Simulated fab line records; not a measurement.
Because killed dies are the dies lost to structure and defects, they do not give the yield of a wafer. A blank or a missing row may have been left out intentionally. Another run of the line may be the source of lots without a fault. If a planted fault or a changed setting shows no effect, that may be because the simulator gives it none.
fab line records	flow gf180mcu
record lots=5	wafers=23
route steps=602 shown CONTACT@287 M1@332 V1@339 M2@364
start-h: start of the lot's first displayed wafer, in hours after the record's first day	wait-h: time in hours since the lot's previous step	" as in the row above	L1.1+2: a single row standing in for several wafers	- value missing, or start not given	* or withheld: withheld	< > ~ a bound
route shown NAME@n: a module of which the file shows steps, and the number in the route of the first	usual: mean and standard deviation over wafers with no fault	same: alike in all rows	chamber/n: place in a boat	sites: the reading at each site	_std_site: how widely they spread, as a standard deviation	_edge_site: inner sites' mean taken away from outer sites' mean	radius-mm: for every site, how far away it sits from the centre of the wafer	mask NAME#n: copy n	behind: the last tool/chamber to shape the wafer	hold: reason for holding the lot/hours on hold/outcome of the hold	device: whichever transistor did not switch (one of n, p or np)	end of line: tests run on the same wafers once the route is complete	where a step has no rows: the recipe by itself	killed: dies lost to structure and defects at the first sort, not the wafer's yield	map: a wafer's dies, x killed, . not, _ none there
set.NAME: the setting the step ran with; set.NAME@STEP: the setting that earlier step ran with	model.NAME: the simulator's own value behind a step, which no gauge read
one table per step and one row per wafer, for lots whose settings were changed on purpose
## steps
# step GF_CONTACT_CVD_00
# recipe material=SiO2	target-thk-nm=300	sigma-open-frac=0.3	temp-c=400	time-s=50	sih4-flow-sccm=60	pressure-mtorr=6
lot.wafer	tool	chamber	start-h	wait-h	set.sih4-flow-sccm	model.SiO2_of_CONTACT_CVD_00.thk-nm
L074.1	hdpcvd-02	0	350.84	0.1	67.85	338.5
L074.2+4	"	2,1	"	"	60	301.6
L074.5	"	0	"	"	67.85	339.6
L074.6	"	2	"	"	67.85	340.8
L075.1	hdpcvd-02	2	355.99	0.1	65.27	316.5
L075.3	"	0	"	"	65.27	319.8
L075.4	"	2	"	"	60	296
L075.5	"	0	"	"	60	296.5
L075.6	"	1	"	"	65.27	323.3
L082.1	hdpcvd-01	1	421.70	0.1	57.71	294.9
L082.2	"	0	"	"	60	302
L082.3	"	2	"	"	60	302.8
L082.5	"	2	"	"	57.71	285.5
L082.6	"	1	"	"	57.71	293.5
L083.2+6	hdpcvd-01	1,0	422.04	0.1	60	299
L083.3	"	0	"	"	60	293.5
L083.4	"	1	"	"	60	303.6
L083.5	"	2	"	"	60	296.1
L084.1	hdpcvd-01	2	429.70	0.1	60	302.7
L084.2	"	0	"	"	60	301.2
L084.4	"	0	"	"	60	300.9
# step GF_CONTACT_THK_MEAS_01
# recipe reads=SiO2_of_CONTACT_CVD_00
# usual CONTACT_CVD_00_THK=299/3.3
lot.wafer	tool	chamber	start-h	wait-h	set.sih4-flow-sccm@CONTACT_CVD_00	CONTACT_CVD_00_THK[nm]
L074.1	film-metro-02	-	350.88	0.0	67.85	338
L074.2	"	-	"	"	60	302
L074.4	"	-	"	"	60	302
L074.5	"	-	"	"	67.85	340
L074.6	"	-	"	"	67.85	341
L075.1	film-metro-02	-	356.03	0.0	65.27	316
L075.3	"	-	"	"	65.27	320
L075.4	"	-	"	"	60	296
L075.5	"	-	"	"	60	296
L075.6	"	-	"	"	65.27	323
L082.1	film-metro-03	-	421.75	0.0	57.71	295
L082.2	"	-	"	"	60	302
L082.3	"	-	"	"	60	303
L082.5	"	-	"	"	57.71	286
L082.6	"	-	"	"	57.71	294
L083.2	film-metro-03	-	422.10	0.0	60	299
L083.3	"	-	"	"	60	294
L083.4	"	-	"	"	60	304
L083.5	"	-	"	"	60	296
L083.6	"	-	"	"	60	299
L084.1	film-metro-01	-	429.74	0.0	60	302
L084.2	"	-	"	"	60	302
L084.4	"	-	"	"	60	301
# step GF_CONTACT_SOFTBAKE_10
# recipe temp-c=130	time-s=60	resist=KrF
lot.wafer	tool	chamber	start-h	wait-h	set.time-s
L074.1+4+5	litho-track-03	0	-	-	54.86
L074.2+6	"	0	"	"	60
L075.1+4	litho-track-02	0	-	-	60
L075.3+5+6	"	0	"	"	63.67
L082.1+2+3+5+6	litho-track-03	0	-	-	60
L083.2+3+5	litho-track-02	0	-	-	53.17
L083.4+6	"	0	"	"	60
L084.1+2+4	litho-track-04	0	-	-	60
# step GF_CONTACT_EXPOSE_11
# recipe mask-id=Contact	target-cd-nm=220	na=0.68	source-shape=conventional	sigma-outer=0.6	dose-mj=38
# step GF_CONTACT_PEB_12
# recipe peb-temp-c=135	peb-time-s=90	resist=KrF
# step GF_CONTACT_ETCH_16
# recipe chemistry=N2/H2	target-depth-a=withheld	overetch-a=withheld	time-s=withheld	target=BARC	ion-energy-ev=200	source-w=500	bias-w=100	pressure-mtorr=30	n2-flow-sccm=100	h2-flow-sccm=200
# step GF_CONTACT_ETCH_17
# recipe chemistry=C4F8/O2/Ar	mask-material=KrF	target=SiO2	stop-on=CoSi2	source-w=1500	bias-w=1200	pressure-mtorr=40	c4f8-flow-sccm=withheld	O2_flow_sccm=6	Ar_flow_sccm=300	time-s=withheld	target-depth-a=8600
lot.wafer	tool	chamber	start-h	wait-h	set.sih4-flow-sccm@CONTACT_CVD_00	model.CONTACT.feature-depth-nm
L074.1+5	rie-diel-04	0,1	-	-	67.85	894.3
L074.2	"	3	"	"	60	854.7
L074.4	"	3	"	"	60	857.8
L074.6	"	0	"	"	67.85	896.2
L075.1	rie-diel-01	0	-	-	65.27	874.1
L075.3	"	1	"	"	65.27	874.8
L075.4	"	2	"	"	60	851.8
L075.5	"	0	"	"	60	852.1
L075.6	"	1	"	"	65.27	877.7
L082.1	rie-diel-04	2	-	-	57.71	850.9
L082.2	"	3	"	"	60	856.8
L082.3	"	1	"	"	60	857.6
L082.5	"	2	"	"	57.71	839.6
L082.6	"	3	"	"	57.71	848.3
L083.2	rie-diel-02	2	-	-	60	856.4
L083.3	"	1	"	"	60	848.4
L083.4	"	0	"	"	60	858.4
L083.5	"	0	"	"	60	853.6
L083.6	"	1	"	"	60	854.5
L084.1	rie-diel-01	3	-	-	60	860.8
L084.2	"	1	"	"	60	856.1
L084.4	"	0	"	"	60	855.4
# step GF_CONTACT_CVD_24
# recipe material=W	target-thk-nm=300	time-s=90.339	temp-c=400	pressure-torr=40
lot.wafer	tool	chamber	start-h	wait-h	set.temp-c	model.W_of_CONTACT_CVD_24.thk-nm
L074.1	cvd-w-01	0	374.33	0.0	400	306
L074.2	"	1	"	"	400	303.2
L074.4	"	0	"	"	400	303.9
L074.5	"	0	"	"	407.6	350.4
L074.6	"	1	"	"	407.6	344.6
L075.1	cvd-w-02	1	379.53	0.0	400	300.1
L075.3	"	0	"	"	390.6	250.4
L075.4	"	1	"	"	400	297.1
L075.5	"	1	"	"	400	296.5
L075.6	"	0	"	"	390.6	247.1
L082.1	cvd-w-02	1	447.83	0.0	404.3	324
L082.2	"	0	"	"	400	303.7
L082.3	"	1	"	"	404.3	325.9
L082.5	"	1	"	"	400	301.2
L082.6	"	0	"	"	400	305.3
L083.2	cvd-w-01	0	447.99	0.0	400	304.6
L083.3	"	0	"	"	394.1	275.2
L083.4	"	1	"	"	394.1	270.7
L083.5	"	1	"	"	394.1	268.6
L083.6	"	0	"	"	400	303.5
L084.1	cvd-w-02	0	455.14	0.0	400	301
L084.2	"	1	"	"	400	302.8
L084.4	"	1	"	"	400	302.6
# step GF_CONTACT_RS_MEAS_25
# recipe thk-meas-gauge=four-point-probe	reads=W_of_CONTACT_CVD_24+TiN_of_CONTACT_SPUTTER_23+Ti_of_CONTACT_SPUTTER_22
# usual CONTACT_W_RS=0.381/0.0044
lot.wafer	tool	chamber	start-h	wait-h	set.temp-c@CONTACT_CVD_24	CONTACT_W_RS[ohm/sq]
L074.1	film-metro-03	-	374.43	0.1	400	0.375
L074.2	"	-	"	"	400	0.377
L074.4	"	-	"	"	400	0.377
L074.5	"	-	"	"	407.6	0.326
L074.6	"	-	"	"	407.6	0.332
L075.1	film-metro-02	-	379.63	0.1	400	0.382
L075.3	"	-	"	"	390.6	0.460
L075.4	"	-	"	"	400	0.387
L075.5	"	-	"	"	400	0.388
L075.6	"	-	"	"	390.6	0.465
L082.1	film-metro-02	-	447.93	0.1	404.3	0.354
L082.2	"	-	"	"	400	0.379
L082.3	"	-	"	"	404.3	0.352
L082.5	"	-	"	"	400	0.382
L082.6	"	-	"	"	400	0.376
L083.2	film-metro-03	-	448.11	0.1	400	0.376
L083.3	"	-	"	"	394.1	0.417
L083.4	"	-	"	"	394.1	0.424
L083.5	"	-	"	"	394.1	0.428
L083.6	"	-	"	"	400	0.377
L084.1	film-metro-01	-	455.24	0.1	400	0.381
L084.2	"	-	"	"	400	0.378
L084.4	"	-	"	"	400	0.379
# step GF_CONTACT_THK_MEAS_26
# recipe thk-meas-gauge=xrf	reads=W_of_CONTACT_CVD_24
# usual CONTACT_W_THK=298/3.6
lot.wafer	tool	chamber	start-h	wait-h	set.temp-c@CONTACT_CVD_24	CONTACT_W_THK[nm]
L074.1	film-metro-03	-	374.55	0.1	400	304
L074.2	"	-	"	"	400	301
L074.4	"	-	"	"	400	302
L074.5	"	-	"	"	407.6	349
L074.6	"	-	"	"	407.6	342
L075.1	film-metro-02	-	379.75	0.1	400	299
L075.3	"	-	"	"	390.6	250
L075.4	"	-	"	"	400	295
L075.5	"	-	"	"	400	295
L075.6	"	-	"	"	390.6	246
L082.1	film-metro-02	-	448.05	0.1	404.3	320
L082.2	"	-	"	"	400	301
L082.3	"	-	"	"	404.3	325
L082.5	"	-	"	"	400	299
L082.6	"	-	"	"	400	304
L083.2	film-metro-03	-	448.22	0.1	400	299
L083.3	"	-	"	"	394.1	270
L083.4	"	-	"	"	394.1	265
L083.5	"	-	"	"	394.1	264
L083.6	"	-	"	"	400	299
L084.1	film-metro-01	-	455.36	0.1	400	292
L084.2	"	-	"	"	400	293
L084.4	"	-	"	"	400	294
# step GF_M1_STRIP_17
# recipe chemistry=O2/N2	power-w=1400	pressure-mtorr=1500	platen-temp-c=250	o2-flow-sccm=3000	n2-flow-sccm=300	overash-fraction=0.5
# usual strip-time-to-endpoint-s=7.89/0.035
lot.wafer	tool	chamber	start-h	wait-h	set.power-w	strip-time-to-endpoint-s
L074.1	plasma-asher-01	1	397.89	0.1	1267	8.52
L074.2	"	0	"	"	1400	7.90
L074.4	"	1	"	"	1400	7.90
L074.5	"	1	"	"	1267	8.59
L074.6	"	0	"	"	1267	8.54
L075.1	plasma-asher-01	1	402.69	0.1	1400	7.85
L075.3	"	0	"	"	1272	8.46
L075.4	"	1	"	"	1400	7.88
L075.5	"	1	"	"	1272	8.50
L075.6	"	0	"	"	1400	7.88
L082.1	plasma-asher-04	1	472.68	0.1	1497	7.47
L082.2	"	0	"	"	1497	7.51
L082.3	"	1	"	"	1400	7.85
L082.5	"	0	"	"	1497	7.50
L082.6	"	1	"	"	1400	7.91
L083.2	plasma-asher-01	1	473.15	0.1	1239	8.65
L083.3	"	1	"	"	1400	7.88
L083.4	"	0	"	"	1239	8.70
L083.5	"	0	"	"	1400	7.90
L083.6	"	1	"	"	1239	8.66
L084.1	plasma-asher-04	1	481.23	0.1	1400	7.90
L084.2	"	0	"	"	1400	7.81
L084.4	"	0	"	"	1400	7.84
# step GF_V1_CMP_04
# recipe material=SiO2	down-force-psi=4	platen-rpm=60	pad-velocity-m-s=0.94248
lot.wafer	tool	chamber	start-h	wait-h	set.leave-above-ref-nm	model.SiO2_of_V1_CVD_02.thk-nm
L074.2+6	cmp-01	3	398.69	0.0	632.5	632.5
L074.4	"	1	"	"	632.5	631.9
L074.1	"	2	"	"	632.5	633.8
L074.5	"	0	"	"	632.5	633.2
L075.3+6	cmp-02	0	403.48	0.0	608.1	608.5
L075.4	"	1	"	"	608.1	608.9
L075.1	"	3	"	"	632.5	633.4
L075.5	"	1	"	"	632.5	634.2
L082.2	cmp-01	3	473.49	0.0	632.5	634.1
L082.3	"	1	"	"	668.9	668.5
L082.1	"	2	"	"	632.5	634.9
L082.6	"	3	"	"	668.9	669.1
L082.5	"	0	"	"	668.9	670.9
L083.2	cmp-02	2	473.97	0.0	632.5	633.6
L083.4	"	3	"	"	614.1	613.9
L083.3	"	0	"	"	614.1	614.6
L083.5	"	2	"	"	632.5	632.3
L083.6	"	3	"	"	614.1	613.2
L084.4	cmp-01	3	482.02	0.0	632.5	633.2
L084.2	"	0	"	"	632.5	635.1
L084.1	"	1	"	"	632.5	633.1
# step GF_V1_SOFTBAKE_10
# recipe temp-c=130	time-s=60	resist=KrF
lot.wafer	tool	chamber	start-h	wait-h	set.temp-c
L074.1+2+6	litho-track-03	0	-	-	131.7
L074.4+5	"	0	"	"	130
L075.1+3+5	litho-track-04	0	-	-	133.6
L075.4+6	"	0	"	"	130
L082.1+2+3+5+6	litho-track-04	0	-	-	130
L083.2+4	litho-track-03	0	-	-	130
L083.3+5+6	"	0	"	"	132.4
L084.1+2+4	litho-track-01	0	-	-	130
# step GF_V1_EXPOSE_11
# recipe mask-id=Via1	target-cd-nm=260	na=0.68	source-shape=conventional	sigma-outer=0.6	dose-mj=38
# step GF_V1_PEB_12
# recipe peb-temp-c=135	peb-time-s=90	resist=KrF
# step GF_V1_ETCH_16
# recipe chemistry=N2/H2	target-depth-a=withheld	overetch-a=withheld	time-s=withheld	target=BARC	ion-energy-ev=200	source-w=500	bias-w=100	pressure-mtorr=30	n2-flow-sccm=100	h2-flow-sccm=200
# step GF_V1_ETCH_17
# recipe chemistry=C4F8/O2/Ar	mask-material=KrF	target=SiO2	stop-on=TiN	source-w=1500	bias-w=1200	pressure-mtorr=40	c4f8-flow-sccm=withheld	O2_flow_sccm=6	Ar_flow_sccm=300	time-s=withheld	target-depth-a=6300
# usual oes-product-au=0.856/0.0048
lot.wafer	tool	chamber	start-h	wait-h	set.leave-above-ref-nm@V1_CMP_04	oes-product-au
L074.1	rie-diel-03	1	-	-	632.5	0.853
L074.2	"	3	"	"	632.5	0.852
L074.4	"	2	"	"	632.5	0.855
L074.5	"	1	"	"	632.5	0.862
L074.6	"	2	"	"	632.5	0.860
L075.1	rie-diel-03	0	-	-	632.5	0.845
L075.3	"	1	"	"	608.1	0.836
L075.4	"	2	"	"	608.1	0.841
L075.5	"	2	"	"	632.5	0.864
L075.6	"	3	"	"	608.1	0.834
L082.1	rie-diel-04	0	-	-	632.5	0.860
L082.2	"	1	"	"	632.5	0.854
L082.3	"	2	"	"	668.9	0.885
L082.5	"	0	"	"	668.9	0.887
L082.6	"	1	"	"	668.9	0.886
L083.2	rie-diel-03	3	-	-	632.5	0.861
L083.3	"	0	"	"	614.1	0.843
L083.4	"	2	"	"	614.1	0.844
L083.5	"	0	"	"	632.5	0.859
L083.6	"	1	"	"	614.1	0.836
L084.1	rie-diel-02	2	-	-	632.5	0.855
L084.2	"	0	"	"	632.5	0.856
L084.4	"	1	"	"	632.5	0.849
# step GF_M2_SPUTTER_02
# recipe material=AlCu	target-thk-nm=450	power-w=10600	time-s=23.9	chamber-pressure-pa=0.4
lot.wafer	tool	chamber	start-h	wait-h	set.time-s	model.AlCu_of_M2_SPUTTER_02.thk-nm
L074.1	pvd-sputter-01	-	424.65	0.0	25.08	472.5
L074.2	"	-	"	"	23.9	457.8
L074.4	"	-	"	"	23.9	457.5
L074.5	"	-	"	"	25.08	480.6
L074.6	"	-	"	"	23.9	451
L075.1	pvd-sputter-01	-	429.27	0.0	23.9	449.2
L075.3	"	-	"	"	26.82	504.4
L075.4	"	-	"	"	23.9	446.8
L075.5	"	-	"	"	23.9	449.1
L075.6	"	-	"	"	26.82	500.1
L082.1	pvd-sputter-03	-	499.35	0.0	25.99	486.6
L082.2	"	-	"	"	23.9	451.5
L082.3	"	-	"	"	23.9	449.7
L082.5	"	-	"	"	23.9	448.2
L082.6	"	-	"	"	25.99	485.6
L083.2	pvd-sputter-04	-	499.71	0.0	23.9	450.5
L083.3	"	-	"	"	23.9	454.3
L083.4	"	-	"	"	23.9	456
L083.5	"	-	"	"	26.28	497.2
L083.6	"	-	"	"	26.28	502.8
L084.1	pvd-sputter-03	-	507.89	0.0	23.9	446.4
L084.2	"	-	"	"	23.9	446.8
L084.4	"	-	"	"	23.9	444.3
# step GF_M2_SPUTTER_03
# recipe material=Ti	target-thk-nm=10	substrate-temp-c=300	chamber-pressure-pa=0.3	power-w=3000	time-s=6.7
# step GF_M2_SPUTTER_04
# recipe material=TiN	target-thk-nm=50	power-w=6500	time-s=42.62	chamber-pressure-pa=0.4
# step GF_M2_RS_MEAS_05
# recipe thk-meas-gauge=four-point-probe	reads=TiN_of_M2_SPUTTER_04+Ti_of_M2_SPUTTER_03+AlCu_of_M2_SPUTTER_02+TiN_of_M2_SPUTTER_01+Ti_of_M2_SPUTTER_00
# usual M2_ALCU_RS=0.0695/0.00062
lot.wafer	tool	chamber	start-h	wait-h	set.time-s@M2_SPUTTER_02	M2_ALCU_RS[ohm/sq]
L074.1	film-metro-01	-	424.74	0.0	25.08	0.0662
L074.2	"	-	"	"	23.9	0.0683
L074.4	"	-	"	"	23.9	0.0683
L074.5	"	-	"	"	25.08	0.0650
L074.6	"	-	"	"	23.9	0.0693
L075.1	film-metro-01	-	429.36	0.0	23.9	0.0696
L075.3	"	-	"	"	26.82	0.0620
L075.4	"	-	"	"	23.9	0.0698
L075.5	"	-	"	"	23.9	0.0697
L075.6	"	-	"	"	26.82	0.0625
L082.1	film-metro-01	-	499.44	0.0	25.99	0.0642
L082.2	"	-	"	"	23.9	0.0691
L082.3	"	-	"	"	23.9	0.0697
L082.5	"	-	"	"	23.9	0.0697
L082.6	"	-	"	"	25.99	0.0643
L083.2	film-metro-01	-	499.82	0.0	23.9	0.0694
L083.3	"	-	"	"	23.9	0.0687
L083.4	"	-	"	"	23.9	0.0685
L083.5	"	-	"	"	26.28	0.0629
L083.6	"	-	"	"	26.28	0.0622
L084.1	film-metro-04	-	507.98	0.0	23.9	0.0700
L084.2	"	-	"	"	23.9	0.0701
L084.4	"	-	"	"	23.9	0.0705
# step GF_M2_THK_MEAS_06
# recipe thk-meas-gauge=xrf	reads=AlCu_of_M2_SPUTTER_02
# usual M2_ALCU_THK=454/4.8
lot.wafer	tool	chamber	start-h	wait-h	set.time-s@M2_SPUTTER_02	M2_ALCU_THK[nm]
L074.1	film-metro-01	-	424.86	0.1	25.08	479
L074.2	"	-	"	"	23.9	464
L074.4	"	-	"	"	23.9	464
L074.5	"	-	"	"	25.08	484
L074.6	"	-	"	"	23.9	456
L075.1	film-metro-01	-	429.48	0.1	23.9	458
L075.3	"	-	"	"	26.82	509
L075.4	"	-	"	"	23.9	450
L075.5	"	-	"	"	23.9	453
L075.6	"	-	"	"	26.82	507
L082.1	film-metro-01	-	499.56	0.1	25.99	490
L082.2	"	-	"	"	23.9	458
L082.3	"	-	"	"	23.9	454
L082.5	"	-	"	"	23.9	454
L082.6	"	-	"	"	25.99	488
L083.2	film-metro-01	-	499.93	0.1	23.9	456
L083.3	"	-	"	"	23.9	460
L083.4	"	-	"	"	23.9	461
L083.5	"	-	"	"	26.28	504
L083.6	"	-	"	"	26.28	506
L084.1	film-metro-04	-	508.10	0.1	23.9	449
L084.2	"	-	"	"	23.9	450
L084.4	"	-	"	"	23.9	447
# step GF_M2_COAT_09
# recipe resist=KrF	spin-rpm=withheld	resist-thk-nm=1000
lot.wafer	tool	chamber	start-h	wait-h	set.resist-thk-nm	model.KrF_of_M2_COAT_09.thk-nm
L074.1	litho-track-03	0	436.36	0.1	1000	1001
L074.2	"	0	"	"	1000	997.1
L074.4	"	0	"	"	1000	999
L074.5	"	0	"	"	950.4	949.4
L074.6	"	0	"	"	950.4	946.8
L075.1	litho-track-01	0	441.13	0.1	1000	996.9
L075.3+6	"	0	"	"	1000	-
L075.4	"	0	"	"	1000	1002
L075.5	"	0	"	"	1000	1000
L082.1	litho-track-02	0	511.52	0.1	1049	-
L082.2	"	0	"	"	1000	1002
L082.3	"	0	"	"	1049	1051
L082.5	"	0	"	"	1000	999.6
L082.6	"	0	"	"	1000	-
L083.2	litho-track-01	0	511.85	0.1	1000	998.3
L083.3	"	0	"	"	1000	1001
L083.4	"	0	"	"	953.8	953.9
L083.5+6	"	0	"	"	953.8	-
L084.1	litho-track-03	0	518.86	0.1	1000	995.5
L084.2	"	0	"	"	1000	997.9
L084.4	"	0	"	"	1000	995.3
## key
split step=GF_CONTACT_CVD_00	setting=sih4-flow-sccm	stated=60	by=wafer
response step=GF_CONTACT_CVD_00	reading=model.SiO2_of_CONTACT_CVD_00.thk-nm	change=+2.84	per=1%	r=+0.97
response step=GF_CONTACT_THK_MEAS_01	reading=CONTACT_CVD_00_THK	change=+2.84	per=1%	r=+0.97
response step=GF_CONTACT_ETCH_17	reading=model.CONTACT.feature-depth-nm	change=+2.87	per=1%	r=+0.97
split step=GF_CONTACT_SOFTBAKE_10	setting=time-s	stated=60	by=wafer
response none clear
split step=GF_CONTACT_CVD_24	setting=temp-c	stated=400	by=wafer
response step=GF_CONTACT_CVD_24	reading=model.W_of_CONTACT_CVD_24.thk-nm	change=+21.6	per=1%	r=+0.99
response step=GF_CONTACT_RS_MEAS_25	reading=CONTACT_W_RS	change=-0.0294	per=1%	r=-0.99
response step=GF_CONTACT_THK_MEAS_26	reading=CONTACT_W_THK	change=+21.3	per=1%	r=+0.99
split step=GF_M1_STRIP_17	setting=power-w	stated=1400	by=wafer
response step=GF_M1_STRIP_17	reading=strip-time-to-endpoint-s	change=*	per=1%	r=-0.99
split step=GF_V1_CMP_04	setting=leave-above-ref-nm	stated=632.5	by=wafer
response step=GF_V1_CMP_04	reading=model.SiO2_of_V1_CVD_02.thk-nm	change=+6.27	per=1%	r=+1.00
response step=GF_V1_ETCH_17	reading=oes-product-au	change=+0.0051	per=1%	r=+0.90
split step=GF_V1_SOFTBAKE_10	setting=temp-c	stated=130	by=wafer
response none clear
split step=GF_M2_SPUTTER_02	setting=time-s	stated=23.9	by=wafer
response step=GF_M2_SPUTTER_02	reading=model.AlCu_of_M2_SPUTTER_02.thk-nm	change=+4.42	per=1%	r=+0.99
response step=GF_M2_RS_MEAS_05	reading=M2_ALCU_RS	change=-0.000616	per=1%	r=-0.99
response step=GF_M2_THK_MEAS_06	reading=M2_ALCU_THK	change=+4.35	per=1%	r=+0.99
split step=GF_M2_COAT_09	setting=resist-thk-nm	stated=1000	by=wafer
response step=GF_M2_COAT_09	reading=model.KrF_of_M2_COAT_09.thk-nm	change=+10.2	per=1%	r=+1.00
